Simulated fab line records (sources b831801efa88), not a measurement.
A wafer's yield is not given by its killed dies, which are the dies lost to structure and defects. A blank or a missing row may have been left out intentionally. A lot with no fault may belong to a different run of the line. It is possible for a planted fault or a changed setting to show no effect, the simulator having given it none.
Matching of chambers -- flow gf180mcu -- GF_PASSIVATION_CVD_02 on pecvd-04 has 3 sister chambers
The step deposits Si3N4, target thk 700 nm, time 486.18 s. 3 wafers are shown with their chamber, then 12 later ones without.

## WAFERS WITH THEIR CHAMBER
wafer,chamber,heater-power-w (W)
L089.2,2,720
L090.4,1,796
L090.6,0,829

## WAFERS MISSING THEIR CHAMBER
wafer,heater-power-w (W)
L091.1,768
L091.4,764
L091.6,640
L092.2,759
L092.4,787
L092.6,604
L093.1,683
L093.3,788
L093.4,618
L094.1,734
L094.2,660
L094.5,760

## WHICH CHAMBER EACH ONE RAN IN
wafer,from the rows above,in truth
L091.1,can't be placed: 1 or 2 or 0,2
L091.4,can't be placed: 1 or 2 or 0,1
L091.6,can't be placed: 2 or 1 or 0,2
L092.2,can't be placed: 1 or 2 or 0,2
L092.4,can't be placed: 1 or 0 or 2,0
L092.6,can't be placed: 2 or 1 or 0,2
L093.1,can't be placed: 2 or 1 or 0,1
L093.3,can't be placed: 1 or 0 or 2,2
L093.4,can't be placed: 2 or 1 or 0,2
L094.1,can't be placed: 2 or 1 or 0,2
L094.2,can't be placed: 2 or 1 or 0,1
L094.5,can't be placed: 1 or 2 or 0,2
Correct placement for 0 of the 12. These rows do not allow placing 12 (true chamber among the candidates in 12). Number placed wrongly: 0.
How it was worked out, from the rows above alone: a wafer's distance from a chamber is the root of the sum, over the readings, of the square of ((its reading less the chamber's mean) divided by the reading's scatter). If the next closest chamber is less than 2 further off than the closest, the wafer can't be placed; otherwise it belongs to the closest. Each chamber's mean is taken over the wafers shown for it. The scatter: with one shown wafer a chamber, the root of the mean of the squares of how far each hidden wafer lies from its nearest shown one.
